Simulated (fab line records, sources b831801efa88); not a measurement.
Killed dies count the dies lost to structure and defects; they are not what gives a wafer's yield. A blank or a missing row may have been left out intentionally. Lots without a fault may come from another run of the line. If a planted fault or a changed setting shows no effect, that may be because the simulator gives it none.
The tool behind it: which one? -- flow gf180mcu -- 11 lots with 33 wafers sampled at 5 steps, on a route of 602 steps

## WHAT THE GAUGES SHOWED, per wafer
GF_V4_BOW_MEAS_05. Usual: V4_BOW typically reads 135 um, with standard deviation 9.2.
lot,measured,on,V4_BOW (um),flag
L412,day 24 09:58,film_metro-01,142 141 148,
L414,day 25 04:47,film_metro-01,131 139 138,
L416,day 25 16:23,film_metro-02,135 146 135,
L417,day 26 04:44,film_metro-01,116 127 122,
L418,day 26 09:04,film_metro-02,147 153 136,
L421,day 27 10:14,film_metro-04,136 136 133,
L426,day 29 01:49,film_metro-04,133 142 128,
L429,day 30 06:05,film_metro-04,155 155 143,
L431,day 30 07:17,film_metro-01,139 125 146,
L432,day 30 20:55,film_metro-04,139 136 142,
L433,day 30 23:31,film_metro-02,130 123 120,

GF_V4_RS_MEAS_24: measurement is done with a four-point probe. Usual: V4_W_RS typically reads 0.325 ohm/sq, with standard deviation 0.0057.
lot,measured,on,V4_W_RS (ohm/sq),flag
L412,day 25 08:55,film_metro-02,0.324 0.322 0.316,
L414,day 26 03:17,film_metro-02,0.320 0.325 0.329,
L416,day 26 14:53,film_metro-04,0.334 0.337 0.333,
L417,day 27 03:20,film_metro-01,0.326 0.319 0.329,
L418,day 27 07:45,film_metro-01,0.319 0.327 0.329,
L421,day 28 07:18,film_metro-02,0.329 0.331 0.330,
L426,day 29 22:05,film_metro-01,0.318 0.325 0.323,
L429,day 31 01:22,film_metro-04,0.382 0.389 0.378,OFF
L431,day 31 02:17,film_metro-02,0.382 0.384 0.386,OFF
L432,day 31 16:20,film_metro-02,0.382 0.373 0.380,OFF
L433,day 31 18:16,film_metro-04,0.330 0.331 0.327,

GF_V4_THK_MEAS_25: measures by xrf. Usual: V4_W_THK typically reads 336 nm, with standard deviation 6.3.
lot,measured,on,V4_W_THK (nm),flag
L412,day 25 09:02,film_metro-02,341 345 350,
L414,day 26 03:23,film_metro-02,348 342 335,
L416,day 26 14:59,film_metro-04,331 326 330,
L417,day 27 03:26,film_metro-01,334 338 329,
L418,day 27 07:51,film_metro-01,338 332 329,
L421,day 28 07:25,film_metro-02,335 334 333,
L426,day 29 22:11,film_metro-01,336 329 331,
L429,day 31 01:29,film_metro-04,290 283 291,OFF
L431,day 31 02:23,film_metro-02,287 286 285,OFF
L432,day 31 16:26,film_metro-02,286 295 288,OFF
L433,day 31 18:22,film_metro-04,331 331 334,

## WHAT TOOL EACH LOT RAN ON (gives the tool, then ch and the chambers of the sampled wafers, and finally the start)
lot,GF_V4_CVD_02,GF_V4_CVD_23
L412,"pecvd-02 ch 0,1,2, day 24 09:31","cvd_w-02 ch 0,1, day 25 08:47"
L414,"pecvd-04 ch 0,2, day 25 04:19","cvd_w-02 ch 0,1, day 26 03:10"
L416,"pecvd-02 ch 1,2, day 25 15:56","cvd_w-01 ch 0,1, day 26 14:45"
L417,"pecvd-02 ch 0,1,2, day 26 04:16","cvd_w-02 ch 0,1, day 27 03:13"
L418,"pecvd-02 ch 0,1, day 26 08:36","cvd_w-02 ch 0,1, day 27 07:38"
L421,"pecvd-01 ch 1,2, day 27 09:48","cvd_w-01 ch 0,1, day 28 07:11"
L426,"pecvd-04 ch 0,1,2, day 29 01:23","cvd_w-02 ch 0,1, day 29 21:57"
L429,"pecvd-04 ch 0,1,2, day 30 05:39","cvd_w-02 ch 0,1, day 31 01:16"
L431,"pecvd-02 ch 0,2, day 30 06:49","cvd_w-02 ch 0,1, day 31 02:10"
L432,"pecvd-02 ch 0,2, day 30 20:28","cvd_w-02 ch 0,1, day 31 16:12"
L433,"pecvd-01 ch 1,2, day 30 23:04","cvd_w-01 ch 0,1, day 31 18:08"
- GF_V4_CVD_02: deposits SiO2 from TEOS, target thk 850 nm, time 94.851 s.
- GF_V4_CVD_23: deposits W, target thk 350 nm, time 104.9 s.

## WHAT THE TOOLS THEMSELVES READ (means of the sampled wafers that have a number; where no wafer has one, the mark that the record gives instead)
GF_V4_CVD_02. Usual: 634 W for heater_power_w, sd 66.
lot,tool,heater_power_w (W),flag
L412,pecvd-02,618,
L414,pecvd-04,581,
L416,pecvd-02,641,
L417,pecvd-02,627,
L418,pecvd-02,665,
L421,pecvd-01,638,
L426,pecvd-04,611,
L429,pecvd-04,622,
L431,pecvd-02,606,
L432,pecvd-02,588,
L433,pecvd-01,641,

GF_V4_CVD_23. Usual: 916 W for heater_power_w, sd 90.
lot,tool,heater_power_w (W),flag
L412,cvd_w-02,845,
L414,cvd_w-02,860,
L416,cvd_w-01,1014,
L417,cvd_w-02,834,
L418,cvd_w-02,847,
L421,cvd_w-01,981,
L426,cvd_w-02,897,
L429,cvd_w-02,905,
L431,cvd_w-02,902,
L432,cvd_w-02,855,
L433,cvd_w-01,1035,

## THE ANSWER, worked out from the rows above alone
Rule: a lot is off if the mean of its wafers that have a number lies more than 3 standard deviations from the usual mean. Also off: a lot with no number at a reading for which 4 or more lots have one. Where the step has rows for the other lots, those lots are counted as sound. After the gauges, taken in route order, come the tools' own readings; for these a lot's mean is taken, as printed above. At the first step where some lot is off, the reading lying furthest off is the one used; lots without a number count as furthest.
Off: at GF_V4_RS_MEAS_24 (V4_W_RS), L429, L431, L432.
A tool fits if, at a process step before that reading, it ran every lot that is off, and no sound lot after the first of them. Those tools and the gauges at GF_V4_RS_MEAS_24 are tried in the same way. One candidate fits, namely cvd_w-02 at GF_V4_CVD_23. A fault onset in the window from L426 (day 29 21:57, its last sound lot) to L429 (day 31 01:16, its first lot off) fits.

## WHAT WAS PUT IN BY THE SIMULATOR
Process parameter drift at GF_V4_CVD_23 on cvd_w-02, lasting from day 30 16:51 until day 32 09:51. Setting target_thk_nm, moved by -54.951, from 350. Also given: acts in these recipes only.
Lots struck among those shown: L429, L431, L432. This agrees with what the rule above found.
